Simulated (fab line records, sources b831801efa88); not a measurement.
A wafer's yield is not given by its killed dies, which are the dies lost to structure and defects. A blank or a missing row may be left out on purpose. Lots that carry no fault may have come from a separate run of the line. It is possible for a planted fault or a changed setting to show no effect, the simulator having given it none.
fab line records -- flow gf180mcu -- part 2 of 2: steps 29 to 41 of 41
[record] lots = 5, wafers = 15, last_day = 33
route steps=602 shown MIM@516 M5@526 V5@540
lots that met no fault: taken from a fault-free run of the same line
start_h: start of the lot's first displayed wafer, in hours after the record's first day -- wait_h: hours since the lot's step before -- " repeats the value in the row above -- L1.1+2: a row that stands for several wafers -- - either no value or no given start -- * or withheld: withheld -- < > ~ a bound
route shown NAME@n: a module of which the file shows steps, and the number in the route of the first -- usual: mean and standard deviation over wafers with no fault -- same: alike in all rows -- chamber/n: place in a boat -- sites: per-site readings -- _std_site: the standard deviation of these -- _edge_site: inner sites' mean taken away from outer sites' mean -- radius_mm: for every site, how far away it sits from the centre of the wafer -- mask NAME#n: copy n -- behind: tool/chamber where the wafer was last shaped -- hold: reason for holding the lot/hours on hold/outcome of the hold -- device: which transistor (n, p or np) failed to switch -- end of line: tests of these same wafers at the route's end -- where a step has no rows: the recipe by itself -- killed: dies that structure and defects cost at the first sort, which is not the same as the wafer's yield -- map: per-die view of a wafer (x killed, . not killed, _ where there is no die)
set.NAME: the setting that was run; set.NAME@STEP: the one run at that earlier step -- model.NAME: the simulator's own value behind a step, which no gauge read
lots at some steps of the route; a table a step, a row a wafer
services: from which hour (start_h, from the record's first day; less than 0 if before it) a tool's chamber was out of use, for how many hours, and why
[[steps]]
[step GF_V5_CMP_04]
[recipe] material = SiO2, down_force_psi = 4, platen_rpm = 60, pad_velocity_m_s = 0.94248
[usual] motor_current_A = 11.6/1.2
lot.wafer,tool,chamber,start_h,wait_h,motor_current_A
L074.4,cmp-02,1,605.79,0.1,9.5
L074.6,cmp-02,0,605.79,0.1,10.5
L074.5,cmp-02,1,605.79,0.1,10.2
L075.4,cmp-01,0,615.47,0.3,12.3
L075.1,cmp-01,2,615.47,0.3,11.4
L075.6,cmp-01,0,615.47,0.3,12.6
L081.1,cmp-02,2,661.96,0.1,14.0
L081.5,cmp-02,0,661.96,0.1,10.4
L081.6,cmp-02,1,661.96,0.1,10.3
L084.2,cmp-01,3,682.14,0.1,10.1
L084.6,cmp-01,2,682.14,0.1,12.1
L084.5,cmp-01,3,682.14,0.1,10.4
L091.2,cmp-01,0,730.31,0.9,12.0
L091.3,cmp-01,1,730.31,0.9,12.5
L091.6,cmp-01,0,730.31,0.9,11.8
[step GF_V5_BOW_MEAS_05]
[recipe] mode = bow
[usual] V5_BOW = 134/8.4
lot.wafer,tool,chamber,start_h,wait_h,V5_BOW[um]
L074.4,film_metro-01,-,606.10,0.3,147
L074.5,film_metro-01,-,606.10,0.3,141
L074.6,film_metro-01,-,606.10,0.3,149
L075.1,film_metro-04,-,615.72,0.1,133
L075.4,film_metro-04,-,615.72,0.1,136
L075.6,film_metro-04,-,615.72,0.1,148
L081.1,film_metro-04,-,662.16,0.1,128
L081.5,film_metro-04,-,662.16,0.1,149
L081.6,film_metro-04,-,662.16,0.1,139
L084.2,film_metro-03,-,682.41,0.2,146
L084.5,film_metro-03,-,682.41,0.2,138
L084.6,film_metro-03,-,682.41,0.2,136
L091.2,film_metro-03,-,730.63,0.3,129
L091.3,film_metro-03,-,730.63,0.3,117
L091.6,film_metro-03,-,730.63,0.3,127
[step GF_V5_DEHYDRATE_06]
[recipe] temp_c = 200, time_s = 60
lot.wafer,tool,chamber,start_h,wait_h
L074.4+5+6,litho_track-01,0,616.52,10.4
L075.1+4+6,litho_track-01,0,624.99,9.3
L081.1+5+6,litho_track-01,0,671.14,9.0
L084.2+5+6,litho_track-01,0,690.92,8.5
L091.2+3+6,litho_track-04,0,738.42,7.8
[step GF_V5_HMDS_07]
[recipe] prime_time_s = 60, prime_temp_c = 120
lot.wafer,tool,chamber,start_h,wait_h
L074.4+5+6,litho_track-01,0,616.67,0.1
L075.1+4+6,litho_track-01,0,625.14,0.1
L081.1+5+6,litho_track-01,0,671.29,0.1
L084.2+5+6,litho_track-01,0,691.07,0.1
L091.2+3+6,litho_track-04,0,738.57,0.1
[step GF_V5_COAT_08]
[recipe] resist = BARC, temp_c = withheld, time_s = withheld, spin_rpm = withheld, resist_thk_nm = withheld
lot.wafer,tool,chamber,start_h,wait_h
L074.4+5+6,litho_track-01,0,616.82,0.1
L075.1+4+6,litho_track-01,0,625.29,0.1
L081.1+5+6,litho_track-01,0,671.44,0.1
L084.2+5+6,litho_track-01,0,691.22,0.1
L091.2+3+6,litho_track-04,0,738.72,0.1
[step GF_V5_COAT_09]
[recipe] resist = KrF, spin_rpm = withheld, resist_thk_nm = 1000
lot.wafer,tool,chamber,start_h,wait_h
L074.4+5+6,litho_track-01,0,-,-
L075.1+4+6,litho_track-01,0,-,-
L081.1+5+6,litho_track-01,0,-,-
L084.2+5+6,litho_track-01,0,-,-
L091.2+3+6,litho_track-04,0,-,-
[step GF_V5_SOFTBAKE_10]
[recipe] temp_c = 130, time_s = 60, resist = KrF
lot.wafer,tool,chamber,start_h,wait_h
L074.4+5+6,litho_track-01,0,-,-
L075.1+4+6,litho_track-01,0,-,-
L081.1+5+6,litho_track-01,0,-,-
L084.2+5+6,litho_track-01,0,-,-
L091.2+3+6,litho_track-04,0,-,-
[step GF_V5_EXPOSE_11]
[recipe] mask_id = Via5, target_cd_nm = 260, na = 0.68, source_shape = conventional, sigma_outer = 0.6, dose_mj = 38
[usual] reticle_temp_C = 23.01/0.12
lot.wafer,tool,chamber,start_h,wait_h,mask,reticle_temp_C
L074.4,krf_scanner-02,0,-,-,Via5#0,23.08
L074.5,krf_scanner-02,0,-,-,Via5#0,23.18
L074.6,krf_scanner-02,0,-,-,Via5#0,23.18
L075.1,krf_scanner-02,0,-,-,Via5#0,23.01
L075.4,krf_scanner-02,0,-,-,Via5#0,23.04
L075.6,krf_scanner-02,0,-,-,Via5#0,22.96
L081.1,krf_scanner-02,0,-,-,Via5#0,23.06
L081.5,krf_scanner-02,0,-,-,Via5#0,22.86
L081.6,krf_scanner-02,0,-,-,Via5#0,22.88
L084.2,krf_scanner-01,0,-,-,Via5#0,23.08
L084.5,krf_scanner-01,0,-,-,Via5#0,23.00
L084.6,krf_scanner-01,0,-,-,Via5#0,22.98
L091.2,krf_scanner-02,0,-,-,Via5#0,22.88
L091.3,krf_scanner-02,0,-,-,Via5#0,23.02
L091.6,krf_scanner-02,0,-,-,Via5#0,22.96
[step GF_V5_PEB_12]
[recipe] peb_temp_c = 135, peb_time_s = 90, resist = KrF
lot.wafer,tool,chamber,start_h,wait_h
L074.4+5+6,litho_track-04,0,-,-
L075.1+4+6,litho_track-04,0,-,-
L081.1+5+6,litho_track-04,0,-,-
L084.2+5+6,litho_track-03,0,-,-
L091.2+3+6,litho_track-01,0,-,-
[step GF_V5_DEVELOP_13]
[recipe] develop_time_s = 60, resist = KrF, dev_temp_c = 21
lot.wafer,tool,chamber,start_h,wait_h
L074.4+5+6,litho_track-04,0,627.13,0.1
L075.1+4+6,litho_track-04,0,635.80,0.2
L081.1+5+6,litho_track-04,0,681.40,0.2
L084.2+5+6,litho_track-03,0,701.07,0.2
L091.2+3+6,litho_track-01,0,747.32,0.2
[step GF_V5_CD_MEAS_14]
[recipe] target_cd_nm = 260
[usual] cd_nm = 259.8/1.2
lot.wafer,tool,chamber,start_h,wait_h,cd_nm
L074.4,cd_sem-01,-,627.26,0.1,258.7
L074.5,cd_sem-01,-,627.26,0.1,259.6
L074.6,cd_sem-01,-,627.26,0.1,259.0
L075.1,cd_sem-02,-,635.95,0.1,259.4
L075.4,cd_sem-02,-,635.95,0.1,258.1
L075.6,cd_sem-02,-,635.95,0.1,258.7
L081.1,cd_sem-02,-,681.55,0.1,261.6
L081.5,cd_sem-02,-,681.55,0.1,261.5
L081.6,cd_sem-02,-,681.55,0.1,261.2
L084.2,cd_sem-01,-,701.21,0.1,260.2
L084.5,cd_sem-01,-,701.21,0.1,259.4
L084.6,cd_sem-01,-,701.21,0.1,258.8
L091.2,cd_sem-02,-,747.46,0.1,259.7
L091.3,cd_sem-02,-,747.46,0.1,259.5
L091.6,cd_sem-02,-,747.46,0.1,259.8
[step GF_V5_OVL_MEAS_15]
[usual] V5_OVL = 0/6.2
lot.wafer,tool,chamber,start_h,wait_h,V5_OVL[nm]
L074.4,overlay-01,-,627.34,0.1,-2
L074.5,overlay-01,-,627.34,0.1,5
L074.6,overlay-01,-,627.34,0.1,-2
L075.1,overlay-01,-,636.07,0.1,-5
L075.4,overlay-01,-,636.07,0.1,-2
L075.6,overlay-01,-,636.07,0.1,-10
L081.1,overlay-01,-,681.67,0.1,2
L081.5,overlay-01,-,681.67,0.1,1
L081.6,overlay-01,-,681.67,0.1,6
L084.2,overlay-01,-,701.32,0.1,2
L084.5,overlay-01,-,701.32,0.1,-1
L084.6,overlay-01,-,701.32,0.1,4
L091.2,overlay-01,-,747.57,0.1,-5
L091.3,overlay-01,-,747.57,0.1,2
L091.6,overlay-01,-,747.57,0.1,-2
[step GF_V5_ETCH_16]
[recipe] chemistry = N2/H2, target_depth_a = withheld, overetch_a = withheld, time_s = withheld, target = BARC, ion_energy_ev = 200, source_w = 500, bias_w = 100, pressure_mtorr = 30, n2_flow_sccm = 100, h2_flow_sccm = 200
[usual] drypump_motor_current_A = 5.7/0.45, oes_product_au = 0.855/0.0045, throttle_valve_pct = 13.224/0.0091
lot.wafer,tool,chamber,start_h,wait_h,drypump_motor_current_A,oes_product_au,throttle_valve_pct
L074.4,rie_diel-04,1,627.36,0.0,6.4,0.853,13.213
L074.5,rie_diel-04,2,627.36,0.0,6.2,0.855,13.222
L074.6,rie_diel-04,3,627.36,0.0,5.4,0.854,13.204
L075.1,rie_diel-04,2,636.11,0.0,6.2,0.853,13.224
L075.4,rie_diel-04,0,636.11,0.0,5.4,0.860,13.218
L075.6,rie_diel-04,1,636.11,0.0,6.5,0.854,13.241
L081.1,rie_diel-04,2,681.71,0.0,6.2,0.857,13.226
L081.5,rie_diel-04,1,681.71,0.0,6.4,0.857,13.230
L081.6,rie_diel-04,2,681.71,0.0,6.2,0.856,13.221
L084.2,rie_diel-03,2,701.35,0.0,5.6,0.859,13.220
L084.5,rie_diel-03,0,701.35,0.0,5.8,0.854,13.243
L084.6,rie_diel-03,1,701.35,0.0,5.7,0.848,13.218
L091.2,rie_diel-04,0,747.60,0.0,5.4,0.861,13.216
L091.3,rie_diel-04,3,747.60,0.0,5.4,0.850,13.236
L091.6,rie_diel-04,0,747.60,0.0,5.4,0.857,13.229
[[services]]
tool,chamber,start_h,hours,kind
rie_diel-01,3,560.29,1.7,repair
krf_scanner-02,-,561.32,0.5,repair
rie_diel-04,-,570.40,2.3,repair
krf_scanner-01,-,570.84,4.4,pm
krf_scanner-01,-,575.22,1.3,pm
krf_scanner-02,-,576.52,1.0,pm
krf_scanner-01,-,577.52,0.8,pm
krf_scanner-02,-,578.31,4.4,pm
krf_scanner-02,-,582.71,0.8,pm
wet_bench-01,-,582.98,1.9,pm
wet_bench-03,-,598.60,3.7,repair
rie_diel-04,1,599.60,10.7,repair
krf_scanner-01,-,601.74,0.4,repair
krf_scanner-01,-,625.70,4.0,pm
krf_scanner-01,-,629.72,3.6,pm
rie_diel-01,-,631.01,0.3,repair
rie_diel-04,3,634.65,1.8,repair
rie_diel-04,1,645.32,1.6,repair
krf_scanner-01,-,648.73,1.1,repair
rie_diel-04,0,652.49,1.4,repair
rie_diel-01,3,658.17,11.6,repair
rie_diel-01,-,659.95,0.9,repair
krf_scanner-02,-,679.07,1.3,pm
krf_scanner-02,-,743.33,1.0,pm
